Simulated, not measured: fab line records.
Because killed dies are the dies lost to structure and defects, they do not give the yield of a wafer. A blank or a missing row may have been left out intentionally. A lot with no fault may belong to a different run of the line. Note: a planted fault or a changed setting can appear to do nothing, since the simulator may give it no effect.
Chamber matching | flow sky130 | SKY_METAL3_ETCH_17 on rieDiel-01 has 4 sister chambers
The step etches SiO2 in C4F8/O2/Ar, stops on TiN, time 3.9 s, target depth 15 nm. 8 wafers are shown with their chamber, then 12 later ones without.

WAFERS, EACH WITH ITS CHAMBER
wafer  | chamber | oesProductAu (a.u.)
L080.4 | 2       | 0.760
L080.5 | 0       | 0.748
L081.3 | 1       | 0.757
L081.5 | 2       | 0.743
L081.6 | 3       | 0.755
L086.1 | 1       | 0.759
L086.3 | 0       | 0.748
L086.6 | 3       | 0.755

WAFERS WITH NO CHAMBER GIVEN
wafer  | oesProductAu (a.u.)
L088.2 | 0.740
L088.4 | 0.765
L088.6 | 0.754
L089.4 | 0.764
L089.5 | 0.756
L089.6 | 0.754
L092.1 | 0.738
L092.2 | 0.739
L092.6 | 0.764
L097.2 | 0.742
L097.4 | 0.756
L097.6 | 0.751

CHAMBER TAKEN BY EACH
wafer  | from the rows above               | in truth
L088.2 | can't be placed: 0 or 2 or 3 or 1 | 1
L088.4 | can't be placed: 1 or 3 or 2 or 0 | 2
L088.6 | can't be placed: 3 or 2 or 1 or 0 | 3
L089.4 | can't be placed: 1 or 3 or 2 or 0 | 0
L089.5 | can't be placed: 3 or 1 or 2 or 0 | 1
L089.6 | can't be placed: 3 or 2 or 1 or 0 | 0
L092.1 | can't be placed: 0 or 2 or 3 or 1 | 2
L092.2 | can't be placed: 0 or 2 or 3 or 1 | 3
L092.6 | can't be placed: 1 or 3 or 2 or 0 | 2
L097.2 | can't be placed: 0 or 2 or 3 or 1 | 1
L097.4 | can't be placed: 3 or 1 or 2 or 0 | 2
L097.6 | can't be placed: 2 or 0 or 3 or 1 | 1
Placed correctly: 0 of 12. These rows do not allow placing 12 (true chamber among the candidates in 12). Number placed wrongly: 0.
How it was worked out, from the rows above alone: a wafer's distance from a chamber is the root of the sum, over the readings, of the square of ((its reading less the chamber's mean) divided by the reading's scatter). If the next closest chamber is less than 2 further off than the closest, the wafer can't be placed; otherwise it belongs to the closest. Each chamber's mean is taken over the wafers shown for it. The scatter is the square root of a quotient: the sum, over the shown wafers, of each reading's squared deviation from its chamber's mean, divided by wafers minus chambers.
